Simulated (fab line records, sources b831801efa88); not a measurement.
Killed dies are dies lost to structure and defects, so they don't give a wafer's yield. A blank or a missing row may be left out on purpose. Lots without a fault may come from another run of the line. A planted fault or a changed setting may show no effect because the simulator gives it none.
A sampling plan put to the test | flow gf180mcu | one fab line, 13 faults that these records tell of, each judged on the records of the lots that it struck
The plan is the line's own looks: the steps of the route at which a gauge or an inspection reads the wafer and doesn't change it. A look can be judged if struck wafers have a number there and the file gives its usual mean and standard deviation on fault-free wafers. Caught: at a look after the fault's first step, the mean of the struck wafers lies 4 or more of those standard deviations (sigma) from the usual mean. On the tool: the same test on the tool's own readings at the fault's steps. Another recipe on the struck wafers, or a record that is blank for them alone, also counts as caught.

THE FAULTS, as the simulator had put them in
1. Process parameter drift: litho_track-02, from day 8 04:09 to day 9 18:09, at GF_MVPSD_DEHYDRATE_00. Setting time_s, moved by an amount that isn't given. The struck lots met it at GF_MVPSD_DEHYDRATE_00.
2. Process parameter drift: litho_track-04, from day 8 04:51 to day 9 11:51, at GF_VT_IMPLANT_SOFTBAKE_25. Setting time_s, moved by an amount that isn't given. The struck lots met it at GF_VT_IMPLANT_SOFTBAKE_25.
3. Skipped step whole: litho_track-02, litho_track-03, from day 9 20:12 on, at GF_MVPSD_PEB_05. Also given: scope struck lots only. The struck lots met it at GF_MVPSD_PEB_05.
4. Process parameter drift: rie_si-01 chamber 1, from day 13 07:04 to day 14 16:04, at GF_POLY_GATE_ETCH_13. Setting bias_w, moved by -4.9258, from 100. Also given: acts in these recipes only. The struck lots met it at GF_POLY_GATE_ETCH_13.
5. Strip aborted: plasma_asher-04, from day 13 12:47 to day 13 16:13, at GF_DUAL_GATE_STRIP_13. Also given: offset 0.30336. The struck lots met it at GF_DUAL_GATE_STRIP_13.
6. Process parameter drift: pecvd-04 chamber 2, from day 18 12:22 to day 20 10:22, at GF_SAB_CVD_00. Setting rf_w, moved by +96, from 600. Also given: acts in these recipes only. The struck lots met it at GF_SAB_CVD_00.
7. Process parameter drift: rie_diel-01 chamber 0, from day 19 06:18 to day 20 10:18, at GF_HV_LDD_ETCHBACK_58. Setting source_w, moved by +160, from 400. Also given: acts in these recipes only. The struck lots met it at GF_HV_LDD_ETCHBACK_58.
8. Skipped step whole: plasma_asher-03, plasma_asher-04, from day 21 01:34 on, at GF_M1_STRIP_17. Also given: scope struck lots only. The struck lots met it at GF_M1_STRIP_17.
9. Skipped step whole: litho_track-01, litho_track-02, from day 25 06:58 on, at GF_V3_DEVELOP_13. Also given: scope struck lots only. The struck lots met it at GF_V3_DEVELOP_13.
10. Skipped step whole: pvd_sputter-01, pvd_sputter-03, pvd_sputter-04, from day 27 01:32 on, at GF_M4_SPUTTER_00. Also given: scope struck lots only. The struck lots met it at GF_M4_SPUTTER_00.
11. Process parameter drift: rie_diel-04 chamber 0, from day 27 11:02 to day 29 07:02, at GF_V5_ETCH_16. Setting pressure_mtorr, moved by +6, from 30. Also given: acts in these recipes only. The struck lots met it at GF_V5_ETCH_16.
12. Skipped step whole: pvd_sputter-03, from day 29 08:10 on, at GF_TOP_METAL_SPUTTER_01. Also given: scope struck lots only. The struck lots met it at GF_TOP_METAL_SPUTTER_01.
13. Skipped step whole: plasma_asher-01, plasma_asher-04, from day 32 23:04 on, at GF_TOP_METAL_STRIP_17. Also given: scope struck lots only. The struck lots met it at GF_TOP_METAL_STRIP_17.

WHAT THE PLAN SAW
fault | on the tool itself                               | first look that catches it                      | reading, sigma | median hours from its first step to that look | hours from the fault's start to the first struck lot there | judged looks passed uncaught
1     | run_length_s -17 sigma                           | no look after it can be judged                  | -              | -                                             | -                                                          | 0
2     | run_length_s -99 or beyond sigma                 | none of the 2 looks that can be judged after it | -              | -                                             | -                                                          | 2
3     | the tool's record is blank for the struck wafers | none of the 2 looks that can be judged after it | -              | -                                             | -                                                          | 2
4     | bias_w -16 sigma                                 | no look after it can be judged                  | -              | -                                             | -                                                          | 0
5     | oes_product_au +39 sigma                         | no look after it can be judged                  | -              | -                                             | -                                                          | 0
6     | rf_fwd_power_W +38 sigma                         | no look after it can be judged                  | -              | -                                             | -                                                          | 0
7     | rf_fwd_power_W +99 or beyond sigma               | none of the 2 looks that can be judged after it | -              | -                                             | -                                                          | 2
8     | the tool's record is blank for the struck wafers | none of the 2 looks that can be judged after it | -              | -                                             | -                                                          | 2
9     | the tool's record is blank for the struck wafers | no look after it can be judged                  | -              | -                                             | -                                                          | 0
10    | the tool's record is blank for the struck wafers | no look after it can be judged                  | -              | -                                             | -                                                          | 0
11    | chamber_pressure_mTorr +99 or beyond sigma       | no look after it can be judged                  | -              | -                                             | -                                                          | 0
12    | the tool's record is blank for the struck wafers | no look after it can be judged                  | -              | -                                             | -                                                          | 0
13    | the tool's record is blank for the struck wafers | no look after it can be judged                  | -              | -                                             | -                                                          | 0
A dash: the fault isn't caught, or these records don't give the number.

Caught at a look: 0 of 13. Caught on the tool: 13 of 13. By one or the other: 13 of 13.
Caught on the tool alone: faults 1, 2, 3, 4, 5, 6, 7, 8, 9, 10, 11, 12, 13.
